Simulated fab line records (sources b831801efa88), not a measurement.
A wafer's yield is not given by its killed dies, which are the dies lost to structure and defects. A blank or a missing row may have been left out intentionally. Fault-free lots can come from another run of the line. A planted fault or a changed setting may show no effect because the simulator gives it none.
Which tool did it? | flow sky130 | 11 lots, 33 wafers sampled, at 6 steps of a route of 708

== WHAT THE GAUGES READ, wafer by wafer ==
SKY_METAL1_OVL_MEAS_16. Usual: for METAL1_OVL the level is -4 nm and the standard deviation is 5.6.
lot  | measured     | on         | METAL1_OVL (nm) | flag
L158 | day 32 19:30 | overlay-02 | 5 5 0           |
L159 | day 33 14:25 | overlay-01 | -5 -11 1        |
L165 | day 35 15:51 | overlay-01 | 3 2 -9          |
L166 | day 36 03:55 | overlay-01 | 1 7 2           |
L169 | day 36 13:14 | overlay-01 | 1 2 2           |
L170 | day 37 05:53 | overlay-02 | -6 -7 -4        |
L171 | day 37 13:31 | overlay-02 | -8 -5 -3        |
L174 | day 38 09:48 | overlay-01 | 1 3 5           |
L176 | day 38 18:06 | overlay-02 | 4 6 -6          |
L178 | day 39 02:44 | overlay-02 | -9 -12 1        |
L179 | day 39 14:48 | overlay-01 | -4 -8 2         |

SKY_VIA1_OVL_MEAS_13. Usual: for VIA1_OVL the level is 1 nm and the standard deviation is 4.8.
lot  | measured     | on         | VIA1_OVL (nm) | flag
L158 | day 33 22:18 | overlay-01 | -9 5 -1       |
L159 | day 34 19:13 | overlay-01 | 6 5 4         |
L165 | day 36 19:07 | overlay-02 | 7 2 -7        |
L166 | day 37 07:58 | overlay-01 | -5 3 0        |
L169 | day 37 16:56 | overlay-01 | -10 -5 -7     |
L170 | day 38 09:37 | overlay-02 | -6 2 -1       |
L171 | day 38 16:33 | overlay-01 | 8 5 -1        |
L174 | day 39 12:14 | overlay-02 | 3 3 12        |
L176 | day 39 19:58 | overlay-01 | 6 -7 0        |
L178 | day 40 04:34 | overlay-02 | 12 5 -1       |
L179 | day 40 17:10 | overlay-01 | 2 -7 0        |

SKY_VIA1_THK_MEAS_23: measures by xrf. Usual: for VIA1_W_THK the level is 264 nm and the standard deviation is 3.2.
lot  | measured     | on            | VIA1_W_THK (nm) | flag
L158 | day 33 23:23 | film metro-03 | 269 270 266     |
L159 | day 34 20:16 | film metro-04 | 260 262 260     |
L165 | day 36 20:07 | film metro-03 | 267 267 268     |
L166 | day 37 08:58 | film metro-02 | 261 261 264     |
L169 | day 37 17:55 | film metro-03 | 264 264 265     |
L170 | day 38 10:39 | film metro-03 | 265 265 260     |
L171 | day 38 17:32 | film metro-02 | 267 269 268     |
L174 | day 39 13:19 | film metro-02 | 268 262 266     |
L176 | day 39 20:58 | film metro-03 | 265 259 262     |
L178 | day 40 05:34 | film metro-02 | 262 260 267     |
L179 | day 40 18:12 | film metro-02 | 267 272 266     |

SKY_METAL2_RS_MEAS_05: the measuring method here is four-point-probe. Usual: for METAL2_ALCU_RS the level is 0.1260 ohm/sq and the standard deviation is 0.0013.
lot  | measured     | on            | METAL2_ALCU_RS (ohm/sq) | flag
L158 | day 33 23:55 | film metro-01 | 0.1253 0.1255 0.1254    |
L159 | day 34 20:47 | film metro-04 | 0.1243 0.1261 0.1254    |
L165 | day 36 20:38 | film metro-01 | 0.1208 0.1199 0.1204    | OFF
L166 | day 37 09:28 | film metro-04 | 0.1198 0.1197 0.1191    | OFF
L169 | day 37 18:26 | film metro-03 | 0.1238 0.1247 0.1250    |
L170 | day 38 11:09 | film metro-03 | 0.1236 0.1242 0.1238    |
L171 | day 38 18:04 | film metro-04 | 0.1276 0.1268 0.1279    |
L174 | day 39 14:04 | film metro-01 | 0.1267 0.1252 0.1273    |
L176 | day 39 21:28 | film metro-01 | 0.1258 0.1267 0.1262    |
L178 | day 40 06:04 | film metro-03 | 0.1242 0.1232 0.1237    |
L179 | day 40 18:42 | film metro-01 | 0.1255 0.1252 0.1252    |

SKY_METAL2_THK_MEAS_06: measures by xrf. Usual: for METAL2_ALCU_THK the level is 250 nm and the standard deviation is 3.1.
lot  | measured     | on            | METAL2_ALCU_THK (nm) | flag
L158 | day 34 00:00 | film metro-01 | 250 249 251          |
L159 | day 34 20:53 | film metro-04 | 253 249 249          |
L165 | day 36 20:44 | film metro-01 | 255 260 258          |
L166 | day 37 09:35 | film metro-04 | 259 257 260          |
L169 | day 37 18:32 | film metro-03 | 255 254 254          |
L170 | day 38 11:16 | film metro-03 | 255 256 258          |
L171 | day 38 18:10 | film metro-04 | 246 247 245          |
L174 | day 39 14:11 | film metro-01 | 249 254 248          |
L176 | day 39 21:35 | film metro-01 | 250 249 250          |
L178 | day 40 06:11 | film metro-03 | 252 257 254          |
L179 | day 40 18:49 | film metro-01 | 253 254 254          |

== EACH LOT AND THE TOOL THAT RAN IT (in order: tool; ch and the chambers of the sampled wafers; start) ==
lot  | SKY_METAL2_SPUTTER_02
L158 | pvd sputter-02, day 33 23:46
L159 | pvd sputter-04, day 34 20:40
L165 | pvd sputter-01, day 36 20:30
L166 | pvd sputter-01, day 37 09:21
L169 | pvd sputter-04, day 37 18:19
L170 | pvd sputter-02, day 38 11:03
L171 | pvd sputter-02, day 38 17:56
L174 | pvd sputter-02, day 39 13:59
L176 | pvd sputter-04, day 39 21:22
L178 | pvd sputter-02, day 40 05:58
L179 | pvd sputter-04, day 40 18:37
- SKY_METAL2_SPUTTER_02: material AlCu, target thk 250 nm, time 13.3 s.

== AS READ BY THE TOOLS THEMSELVES (means over the sampled wafers that have a number; for cases with no such wafer, the mark the record gives instead) ==
SKY_METAL2_SPUTTER_02. Usual: chamber pressure pa 0.3998 Pa, standard deviation 0.0011; throttle valve pct 30.1 %, standard deviation 1.2.
lot  | tool           | chamber pressure pa (Pa) | throttle valve pct (%) | flag
L158 | pvd sputter-02 | 0.4006                   | 28.8                   |
L159 | pvd sputter-04 | 0.3994                   | 29.5                   |
L165 | pvd sputter-01 | 0.3305                   | 33.0                   | OFF
L166 | pvd sputter-01 | 0.3304                   | 33.5                   | OFF
L169 | pvd sputter-04 | 0.3993                   | 30.1                   |
L170 | pvd sputter-02 | 0.4000                   | 31.3                   |
L171 | pvd sputter-02 | 0.4011                   | 30.5                   |
L174 | pvd sputter-02 | 0.3999                   | 30.4                   |
L176 | pvd sputter-04 | 0.3987                   | 29.6                   |
L178 | pvd sputter-02 | 0.4002                   | 30.1                   |
L179 | pvd sputter-04 | 0.4003                   | 29.7                   |

== THE ANSWER, worked out from the rows above alone ==
Rule: take the mean of a lot's wafers that have a number; if it is more than 3 standard deviations from the usual mean, the lot is off. A lot without any number at a reading at which 4 lots or more have one is off too. Any other lot the step has rows for is counted as sound. Order of review: gauges by route order, followed by the tools' own readings, for which a lot's mean as printed above is used. At the first step where some lot is off, the reading lying furthest off is the one used; lots without a number count as furthest.
Off: at SKY_METAL2_RS_MEAS_05 (METAL2_ALCU_RS), L165, L166.
If a tool, at a process step before that reading, ran all the lots that are off and no sound lot after the first of them, it fits. Not tried: the gauges at SKY_METAL2_RS_MEAS_05; whatever is off there is also off at SKY_METAL2_SPUTTER_02, on other tools, and gauge error can't account for it. One fits: SKY_METAL2_SPUTTER_02 on pvd sputter-01. It ran no sound lot before its first lot that is off in this sample, so the start can't be narrowed down.
The tool's own readings at SKY_METAL2_SPUTTER_02 bear it out: on the lots that are off they differ by more than 5 times the standard deviation of the sound lots' means. chamber pressure pa reads 0.3305 Pa there against 0.3999 Pa on the sound lots.

== WHAT THE SIMULATOR HAD INSERTED ==
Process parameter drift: pvd sputter-01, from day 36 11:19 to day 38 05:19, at SKY_METAL2_SPUTTER_02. Setting chamber pressure pa, moved by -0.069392, from 0.4. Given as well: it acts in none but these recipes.
Shown lots that were struck: L165, L166. The same result came from the rule above.
